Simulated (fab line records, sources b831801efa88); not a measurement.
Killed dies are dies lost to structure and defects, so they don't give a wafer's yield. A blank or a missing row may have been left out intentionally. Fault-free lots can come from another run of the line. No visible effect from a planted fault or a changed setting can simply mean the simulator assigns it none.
Matching of chambers :: flow gf180mcu :: GF_V5_CMP_26 on cmp-01: 4 sister chambers
The step polishes, stops on SiO2, t overpolish 15 s, target thk 0 nm. 14 wafers are shown with their chamber, then 7 later ones without.

== EACH WAFER AND ITS CHAMBER ==
wafer: L269.1
chamber: 2
motor-current-A (A): 12.2
time-to-endpoint-s (s): 83
head-pressure-psi (psi): 3.496

wafer: L269.3
chamber: 1
motor-current-A (A): 12.6
time-to-endpoint-s (s): 84
head-pressure-psi (psi): 3.501

wafer: L269.5
chamber: 3
motor-current-A (A): 12.5
time-to-endpoint-s (s): 90
head-pressure-psi (psi): 3.493

wafer: L270.1
chamber: 1
motor-current-A (A): 11.4
time-to-endpoint-s (s): 82
head-pressure-psi (psi): 3.495

wafer: L270.2
chamber: 2
motor-current-A (A): 12.7
time-to-endpoint-s (s): 78
head-pressure-psi (psi): 3.491

wafer: L270.4
chamber: 0
motor-current-A (A): 9.0
time-to-endpoint-s (s): 82
head-pressure-psi (psi): 3.511

wafer: L272.3
chamber: 0
motor-current-A (A): 9.0
time-to-endpoint-s (s): 84
head-pressure-psi (psi): 3.489

wafer: L272.4
chamber: 1
motor-current-A (A): 12.1
time-to-endpoint-s (s): 79
head-pressure-psi (psi): 3.496

wafer: L272.6
chamber: 1
motor-current-A (A): 11.4
time-to-endpoint-s (s): 80
head-pressure-psi (psi): 3.504

wafer: L279.4
chamber: 3
motor-current-A (A): 12.2
time-to-endpoint-s (s): 91
head-pressure-psi (psi): 3.491

wafer: L279.5
chamber: 3
motor-current-A (A): 12.0
time-to-endpoint-s (s): 88
head-pressure-psi (psi): 3.498

wafer: L279.6
chamber: 0
motor-current-A (A): 9.5
time-to-endpoint-s (s): 84
head-pressure-psi (psi): 3.496

wafer: L282.2
chamber: 0
motor-current-A (A): 8.9
time-to-endpoint-s (s): 86
head-pressure-psi (psi): 3.509

wafer: L282.3
chamber: 2
motor-current-A (A): 12.7
time-to-endpoint-s (s): 79
head-pressure-psi (psi): 3.492

SIGNATURES (averages over the wafers above)
reading: motor-current-A
chamber 0: 9.100
chamber 1: 11.875
chamber 2: 12.533
chamber 3: 12.233
scatter within a chamber: 0.393

reading: time-to-endpoint-s
chamber 0: 84.00
chamber 1: 81.25
chamber 2: 80.00
chamber 3: 89.67
scatter within a chamber: 2.04

reading: head-pressure-psi
chamber 0: 3.50125
chamber 1: 3.49900
chamber 2: 3.49300
chamber 3: 3.49400
scatter within a chamber: 0.00653
Rule: distance of a wafer from a chamber = root of the sum over the readings of ((wafer's reading minus chamber's mean) / reading's scatter) squared. If the next closest chamber is less than 2 further off than the closest, the wafer can't be placed; otherwise it belongs to the closest. The scatter: take each reading less its chamber's mean, square it, sum over the shown wafers, divide by the number of wafers less the number of chambers, and take the root.

== WAFERS MISSING THEIR CHAMBER ==
wafer: L282.6
motor-current-A (A): 9.4
time-to-endpoint-s (s): 84
head-pressure-psi (psi): 3.496

wafer: L284.1
motor-current-A (A): 9.4
time-to-endpoint-s (s): 88
head-pressure-psi (psi): 3.499

wafer: L284.3
motor-current-A (A): 12.4
time-to-endpoint-s (s): 86
head-pressure-psi (psi): 3.508

wafer: L284.6
motor-current-A (A): 9.0
time-to-endpoint-s (s): 87
head-pressure-psi (psi): 3.494

wafer: L287.2
motor-current-A (A): 11.8
time-to-endpoint-s (s): 82
head-pressure-psi (psi): 3.499

wafer: L287.4
motor-current-A (A): 12.6
time-to-endpoint-s (s): 86
head-pressure-psi (psi): 3.494

wafer: L287.5
motor-current-A (A): 9.3
time-to-endpoint-s (s): 81
head-pressure-psi (psi): 3.497

== WHICH CHAMBER EACH ONE RAN IN ==
wafer: L282.6
from the rows above: 0
in truth: 0

wafer: L284.1
from the rows above: 0
in truth: 0

wafer: L284.3
from the rows above: can't be placed: 3 or 1 or 2
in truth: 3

wafer: L284.6
from the rows above: 0
in truth: 0

wafer: L287.2
from the rows above: can't be placed: 1 or 2
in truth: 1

wafer: L287.4
from the rows above: can't be placed: 3 or 2 or 1
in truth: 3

wafer: L287.5
from the rows above: 0
in truth: 0
4 of 7 placed correctly. From these rows, 3 cannot be placed; in 3 the true chamber is one of the candidates. 0 placed wrongly.
